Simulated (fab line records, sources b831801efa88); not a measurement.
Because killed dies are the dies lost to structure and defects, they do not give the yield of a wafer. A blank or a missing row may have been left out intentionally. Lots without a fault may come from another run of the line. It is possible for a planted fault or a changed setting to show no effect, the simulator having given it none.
The tool behind it: which one? / flow gf180mcu / 18 wafers from 6 lots sampled at 2 of the route's 602 steps

WHAT EACH GAUGE READ, for each wafer
GF_V5_RS_MEAS_24: the measuring method here is four-point-probe.
lot=L501; measured=day 27 15:55; on=film-metro-02; V5_W_RS (ohm/sq)=0.329 0.323 0.328
lot=L503; measured=day 28 12:01; on=film-metro-02; V5_W_RS (ohm/sq)=0.327 0.321 0.321
lot=L505; measured=day 29 02:02; on=film-metro-03; V5_W_RS (ohm/sq)=0.329 0.332 0.326
lot=L510; measured=day 30 18:14; on=film-metro-03; V5_W_RS (ohm/sq)=0.328 0.326 0.327
lot=L517; measured=day 32 11:47; on=film-metro-01; V5_W_RS (ohm/sq)=0.335 0.331 0.332
lot=L521; measured=day 33 07:25; on=film-metro-02; V5_W_RS (ohm/sq)=0.330 0.330 0.325

WHAT TOOL EACH LOT RAN ON (gives the tool, then ch and the chambers of the sampled wafers, and finally the start)
lot=L501; GF_V5_ETCH_17=rie-diel-03 ch 1,2,3, day 27 14:00
lot=L503; GF_V5_ETCH_17=rie-diel-04 ch 0,1,2, day 28 11:00
lot=L505; GF_V5_ETCH_17=rie-diel-04 ch 2,3, day 29 01:00
lot=L510; GF_V5_ETCH_17=rie-diel-04 ch 0,1,2, day 30 17:00
lot=L517; GF_V5_ETCH_17=rie-diel-01 ch 0,2,3, day 32 10:00
lot=L521; GF_V5_ETCH_17=rie-diel-01 ch 1,2,3, day 33 06:00
- GF_V5_ETCH_17: etches SiO2 in C4F8/O2/Ar, stops on TiN, target depth 855 nm.

THE ANSWER, worked out from the rows above alone
Rule: what is usual is taken from the lots themselves. Put in order of their means at a reading, lots are off if they are a third of the lots or fewer, leave a main group of 4 or more, and stand apart from it by a gap of 3 or more times the standard deviation of the main group's means; of several such gaps the widest counts. A main group whose means are all the same, to the digits that the tables above print for the reading, isn't used. Also off: a lot with no number at a reading for which 4 or more lots have one. Any other lot the step has rows for is counted as sound.
No lot is off at any reading shown: from this, nothing can be told.

WHAT THE SIMULATOR HAD PUT IN
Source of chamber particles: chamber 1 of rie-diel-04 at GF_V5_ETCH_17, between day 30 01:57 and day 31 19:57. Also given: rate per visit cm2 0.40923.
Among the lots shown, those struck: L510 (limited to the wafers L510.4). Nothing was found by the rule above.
